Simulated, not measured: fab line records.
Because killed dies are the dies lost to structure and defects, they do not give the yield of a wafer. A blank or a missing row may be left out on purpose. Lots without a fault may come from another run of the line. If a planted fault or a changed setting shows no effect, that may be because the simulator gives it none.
Comparing a struck lot with a sound one ; flow sfq_line ; 14 steps out of a route of 325
Sound: these wafers, L109.1, L109.5, L109.6. Wafers L115.1, L115.3, L115.4 were the ones struck. The cause is given at the end.
Per side, at each step with rows, come the tool, then ch with its chambers, and then its first start. Under that, the readings that differ: sound wafers ; struck wafers ; difference of the means ; sigmas: that difference in standard deviations of wafers without a fault.
alike: words and numbers the same on both sides, and readings whose means are apart by under 2 such deviations; not compared: readings that were withheld, readings missing a value for some wafer, numbers with overlapping values and no deviation given by the record, and bounds like >300 which may hide the same value.
Wherever a step has rows on one side only, a row that says differs or no value, or a row with sigmas, the two part there. Non-overlapping numbers with no deviation appear without sigmas and do not part them. A reading that every wafer of one side lacks parts them only if that side has two wafers or more.

first, 2 steps without rows for these wafers: SFQ_TRILAYER_L0_VIA_STRIP_SOLV_CLEAN_018 (cleans in NMP, time 600 s); SFQ_TRILAYER_M0_DEP_PRE_CLEAN_020 (time 15 s).
SFQ_TRILAYER_M0_DEP_SPUTTER_019: material Nb, target thk 200 nm, time 133.3 s.
  sound: pvd_sputter-06 at day 5 14:40; struck: pvd_sputter-06 at day 6 23:08
  alike: throttle_valve_pct
SFQ_M0_RS_MEAS_904: measurement is done with a four-point probe.
  sound: film_metro-02 at day 5 14:45; struck: film_metro-04 at day 6 23:14
  alike: M0_NB_RS
then, 6 steps without rows for these wafers: SFQ_TRILAYER_M0_LITHO_COAT_026 (resist thk 62 nm); SFQ_TRILAYER_M0_LITHO_COAT_021 (resist thk 600 nm); SFQ_TRILAYER_M0_LITHO_SOFTBAKE_025; SFQ_TRILAYER_M0_LITHO_EXPOSE_022 (exposes mask M0, target cd 500 nm); SFQ_TRILAYER_M0_LITHO_PEB_024 (peb time 60 s); SFQ_TRILAYER_M0_LITHO_DEVELOP_023 (time 60 s).
SFQ_M0_OVL_MEAS_906:
  sound: overlay-01 at day 7 03:01; struck: overlay-02 at day 8 12:37
  alike: M0_OVL
SFQ_TRILAYER_M0_BARC_OPEN_METAL_ETCH_031: etches BARC in O2, target depth 125 nm, time 41.7 s.
  sound on rie_metal-02 ch 0,1, day 7 03:03; struck on rie_metal-02 ch 0,1, day 8 12:39
reading;sound;struck;difference;sigmas
oes_product_au (a.u.);0.681 0.677 0.681;0.817 0.821 0.818;+0.139;+29
run_length_s (s);70.6 69.9 70.2;60.4 60.2 60.6;-9.8;-23
time_s (s);41.7 41.7 41.7;29.19 29.19 29.19;-12.51;
model.KrF_of_TRILAYER_M0_LITHO_COAT_021.thk_nm (nm);521.4 519.3 520.4;537.2 537.9 538.8;+17.6;
  alike: bias_w, chamber_pressure_mTorr, drypump_motor_current_A, rf_fwd_power_W
  not compared: rf_hours_counter_h
SFQ_TRILAYER_M0_ETCH_METAL_ETCH_024: etches Nb in Cl2/Ar, stops on SiO2, target depth 240 nm, time 120 s.
  sound on rie_metal-02 ch 0,1, day 7 03:07; struck on rie_metal-02 ch 0,1, day 8 12:43
reading;sound;struck;difference;sigmas
model.KrF_of_TRILAYER_M0_LITHO_COAT_021.thk_nm (nm);380.8 376.9 380.1;393.4 395.9 397.2;+16.2;
  alike: bias_w, chamber_pressure_mTorr, drypump_motor_current_A, oes_product_au, rf_fwd_power_W, run_length_s, time_s
  not compared: rf_hours_counter_h
SFQ_TRILAYER_M0_STRIP_STRIP_025: strips in O2.
  sound on rie_metal-02 ch 0,1, day 7 03:14; struck on rie_metal-02 ch 0,1, day 8 12:50
  alike: chamber_pressure_mTorr, drypump_motor_current_A, oes_product_au
  not compared: rf_hours_counter_h

== WHERE THEY PART ==
Only at SFQ_TRILAYER_M0_BARC_OPEN_METAL_ETCH_031, within this record. Later steps at which nothing parts them and some readings are alike: SFQ_TRILAYER_M0_ETCH_METAL_ETCH_024, SFQ_TRILAYER_M0_STRIP_STRIP_025.

WHY: what the simulator had put in
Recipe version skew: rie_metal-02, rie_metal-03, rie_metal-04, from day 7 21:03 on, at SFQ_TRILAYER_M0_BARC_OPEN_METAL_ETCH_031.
